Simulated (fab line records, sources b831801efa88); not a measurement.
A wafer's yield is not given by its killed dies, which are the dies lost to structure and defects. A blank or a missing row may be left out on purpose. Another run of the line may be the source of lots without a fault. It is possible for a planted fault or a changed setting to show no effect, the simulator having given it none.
The tool behind it: which one? || flow gf180mcu || 13 lots, 39 wafers sampled, at 3 steps of a route of 602

## WHAT THE GAUGES READ, wafer by wafer
GF_CONTACT_CD_MEAS_14: target cd 220 nm.
{"lot": "L203", "measured": "day 17 06:38", "on": "cdSem-02", "cdNm (nm)": "218.6 219.0 219.1"}
{"lot": "L204", "measured": "day 17 20:28", "on": "cdSem-01", "cdNm (nm)": "222.5 220.9 222.3"}
{"lot": "L206", "measured": "day 18 04:14", "on": "cdSem-01", "cdNm (nm)": "219.3 220.3 220.8"}
{"lot": "L207", "measured": "day 19 00:34", "on": "cdSem-02", "cdNm (nm)": "219.5 220.3 219.3"}
{"lot": "L210", "measured": "day 19 16:15", "on": "cdSem-02", "cdNm (nm)": "222.9 221.3 222.3"}
{"lot": "L211", "measured": "day 20 05:14", "on": "cdSem-02", "cdNm (nm)": "217.5 219.3 217.8"}
{"lot": "L213", "measured": "day 20 21:41", "on": "cdSem-01", "cdNm (nm)": "221.7 218.8 220.4"}
{"lot": "L214", "measured": "day 21 10:09", "on": "cdSem-02", "cdNm (nm)": "219.2 220.3 220.1"}
{"lot": "L215", "measured": "day 21 18:23", "on": "cdSem-01", "cdNm (nm)": "217.6 216.5 218.9"}
{"lot": "L222", "measured": "day 24 00:58", "on": "cdSem-01", "cdNm (nm)": "220.0 221.5 219.9"}
{"lot": "L221", "measured": "day 24 02:20", "on": "cdSem-01", "cdNm (nm)": "221.7 219.3 220.7"}
{"lot": "L223", "measured": "day 24 11:15", "on": "cdSem-01", "cdNm (nm)": "218.8 220.2 219.6"}
{"lot": "L224", "measured": "day 24 20:47", "on": "cdSem-02", "cdNm (nm)": "219.5 220.4 219.2"}

GF_CONTACT_RS_MEAS_25: measures by four-point-probe.
{"lot": "L203", "measured": "day 17 07:27", "on": "filmMetro-02", "CONTACT_W_RS (ohm/sq)": "0.381 0.379 0.381"}
{"lot": "L204", "measured": "day 17 21:18", "on": "filmMetro-02", "CONTACT_W_RS (ohm/sq)": "0.379 0.377 0.379"}
{"lot": "L206", "measured": "day 18 05:04", "on": "filmMetro-02", "CONTACT_W_RS (ohm/sq)": "0.387 0.382 0.387"}
{"lot": "L207", "measured": "day 19 01:23", "on": "filmMetro-04", "CONTACT_W_RS (ohm/sq)": "0.372 0.379 0.382"}
{"lot": "L210", "measured": "day 19 17:04", "on": "filmMetro-01", "CONTACT_W_RS (ohm/sq)": "0.379 0.379 0.377"}
{"lot": "L211", "measured": "day 20 06:03", "on": "filmMetro-01", "CONTACT_W_RS (ohm/sq)": "0.374 0.389 0.373"}
{"lot": "L213", "measured": "day 20 22:30", "on": "filmMetro-04", "CONTACT_W_RS (ohm/sq)": "0.378 0.376 0.379"}
{"lot": "L214", "measured": "day 21 10:58", "on": "filmMetro-02", "CONTACT_W_RS (ohm/sq)": "0.388 0.383 0.390"}
{"lot": "L215", "measured": "day 21 19:13", "on": "filmMetro-04", "CONTACT_W_RS (ohm/sq)": "0.383 0.380 0.377"}
{"lot": "L222", "measured": "day 24 01:47", "on": "filmMetro-02", "CONTACT_W_RS (ohm/sq)": "0.382 0.383 0.387"}
{"lot": "L221", "measured": "day 24 03:09", "on": "filmMetro-02", "CONTACT_W_RS (ohm/sq)": "0.386 0.387 0.381"}
{"lot": "L223", "measured": "day 24 12:04", "on": "filmMetro-02", "CONTACT_W_RS (ohm/sq)": "0.380 0.385 0.384"}
{"lot": "L224", "measured": "day 24 21:37", "on": "filmMetro-02", "CONTACT_W_RS (ohm/sq)": "0.386 0.379 0.384"}

## WHICH TOOL RAN EACH LOT (tool, then ch and the chambers of the sampled wafers, then the start)
{"lot": "L203", "GF_CONTACT_CVD_02": "pecvd-04 ch 0,2, day 16 06:49"}
{"lot": "L204", "GF_CONTACT_CVD_02": "pecvd-02 ch 1,2, day 16 20:30"}
{"lot": "L206", "GF_CONTACT_CVD_02": "pecvd-02 ch 0,1,2, day 17 03:53"}
{"lot": "L207", "GF_CONTACT_CVD_02": "pecvd-04 ch 0,1, day 18 00:07"}
{"lot": "L210", "GF_CONTACT_CVD_02": "pecvd-02 ch 0,2, day 18 14:52"}
{"lot": "L211", "GF_CONTACT_CVD_02": "pecvd-01 ch 1,2, day 19 02:55"}
{"lot": "L213", "GF_CONTACT_CVD_02": "pecvd-02 ch 0,1,2, day 19 21:53"}
{"lot": "L214", "GF_CONTACT_CVD_02": "pecvd-02 ch 0,1,2, day 20 08:36"}
{"lot": "L215", "GF_CONTACT_CVD_02": "pecvd-01 ch 0,1,2, day 20 17:56"}
{"lot": "L222", "GF_CONTACT_CVD_02": "pecvd-02 ch 0,1,2, day 23 01:33"}
{"lot": "L221", "GF_CONTACT_CVD_02": "pecvd-04 ch 0,1,2, day 23 02:48"}
{"lot": "L223", "GF_CONTACT_CVD_02": "pecvd-02 ch 0,1,2, day 23 11:39"}
{"lot": "L224", "GF_CONTACT_CVD_02": "pecvd-02 ch 1,2, day 23 21:53"}
- GF_CONTACT_CVD_02: deposits SiO2 from TEOS, target thk 860 nm, time 95.992 s.

## AS READ BY THE TOOLS THEMSELVES (means over the sampled wafers that have a number; for cases with no such wafer, the mark the record gives instead)
GF_CONTACT_CVD_02.
{"lot": "L203", "tool": "pecvd-04", "heaterPowerOuterW (W)": 401, "heaterPowerW (W)": 705}
{"lot": "L204", "tool": "pecvd-02", "heaterPowerOuterW (W)": 375, "heaterPowerW (W)": 665}
{"lot": "L206", "tool": "pecvd-02", "heaterPowerOuterW (W)": 376, "heaterPowerW (W)": 642}
{"lot": "L207", "tool": "pecvd-04", "heaterPowerOuterW (W)": 452, "heaterPowerW (W)": 777}
{"lot": "L210", "tool": "pecvd-02", "heaterPowerOuterW (W)": 379, "heaterPowerW (W)": 631}
{"lot": "L211", "tool": "pecvd-01", "heaterPowerOuterW (W)": 389, "heaterPowerW (W)": 637}
{"lot": "L213", "tool": "pecvd-02", "heaterPowerOuterW (W)": 374, "heaterPowerW (W)": 651}
{"lot": "L214", "tool": "pecvd-02", "heaterPowerOuterW (W)": 421, "heaterPowerW (W)": 693}
{"lot": "L215", "tool": "pecvd-01", "heaterPowerOuterW (W)": 372, "heaterPowerW (W)": 615}
{"lot": "L222", "tool": "pecvd-02", "heaterPowerOuterW (W)": 425, "heaterPowerW (W)": 707}
{"lot": "L221", "tool": "pecvd-04", "heaterPowerOuterW (W)": 431, "heaterPowerW (W)": 741}
{"lot": "L223", "tool": "pecvd-02", "heaterPowerOuterW (W)": 414, "heaterPowerW (W)": 703}
{"lot": "L224", "tool": "pecvd-02", "heaterPowerOuterW (W)": 398, "heaterPowerW (W)": 669}

## THE ANSWER, worked out from the rows above alone
Rule: usual is defined by the lots themselves. The widest of any qualifying gaps counts: lots, ordered by their means at a reading, are off when they make up no more than a third of the lots, leave a main group of 4 or more, and stand apart from it by 3 or more times the standard deviation of that group's means. A main group whose means are all the same, to the digits that the tables above print for the reading, isn't used. A lot without any number at a reading at which 4 lots or more have one is off too. The other lots that the step has rows for count as sound. After the gauges, taken in route order, come the tools' own readings; for these a lot's mean is taken, as printed above. The first step at which some lot is off is used, and at that step the reading that is off furthest; a lot without a number counts as furthest.
Across all readings shown, no lot is off: no conclusion can be drawn from this.

## WHAT THE SIMULATOR PUT IN
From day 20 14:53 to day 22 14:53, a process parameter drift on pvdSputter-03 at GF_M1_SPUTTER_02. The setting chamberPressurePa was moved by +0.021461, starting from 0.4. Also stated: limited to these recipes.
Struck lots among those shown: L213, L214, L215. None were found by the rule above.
